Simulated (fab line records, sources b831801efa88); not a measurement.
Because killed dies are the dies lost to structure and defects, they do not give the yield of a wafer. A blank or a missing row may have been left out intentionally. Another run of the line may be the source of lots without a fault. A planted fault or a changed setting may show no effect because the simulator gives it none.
Matching of chambers    flow gf180mcu    pecvd-02 running GF_V2_CVD_02: 3 sister chambers
The step deposits SiO2 from TEOS, target thk 850 nm, time 94.851 s. 3 wafers are shown with their chamber, then 11 later ones without.

WAFERS, EACH WITH ITS CHAMBER
wafer   chamber  heater_power_w (W)
L084.2  1        532
L084.6  2        724
L087.2  0        753

WAFERS WITHOUT THEIR CHAMBER
wafer   heater_power_w (W)
L087.4  601
L087.5  455
L089.1  693
L089.4  729
L089.6  741
L093.1  683
L093.5  729
L093.6  592
L095.1  603
L095.3  733
L095.6  655

THE CHAMBER EACH PASSED THROUGH
wafer   from the rows above           in truth
L087.4  can't be placed: 1 or 2 or 0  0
L087.5  1                             1
L089.1  can't be placed: 2 or 0       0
L089.4  can't be placed: 2 or 0       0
L089.6  can't be placed: 0 or 2       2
L093.1  can't be placed: 2 or 0       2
L093.5  can't be placed: 2 or 0       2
L093.6  can't be placed: 1 or 2       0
L095.1  can't be placed: 1 or 2 or 0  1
L095.3  can't be placed: 2 or 0       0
L095.6  can't be placed: 2 or 0 or 1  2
Correct placement for 1 of the 11. Can't be placed from these rows: 10 (the true chamber is among the candidates in 9). Placed wrongly: 0.
How it was worked out, from the rows above alone: a wafer's distance from a chamber is the root of the sum, over the readings, of the square of ((its reading less the chamber's mean) divided by the reading's scatter). If the next closest chamber is less than 2 further off than the closest, the wafer can't be placed; otherwise it belongs to the closest. Each chamber's mean is taken over the wafers shown for it. The scatter: with one shown wafer a chamber, the root of the mean of the squares of how far each hidden wafer lies from its nearest shown one.
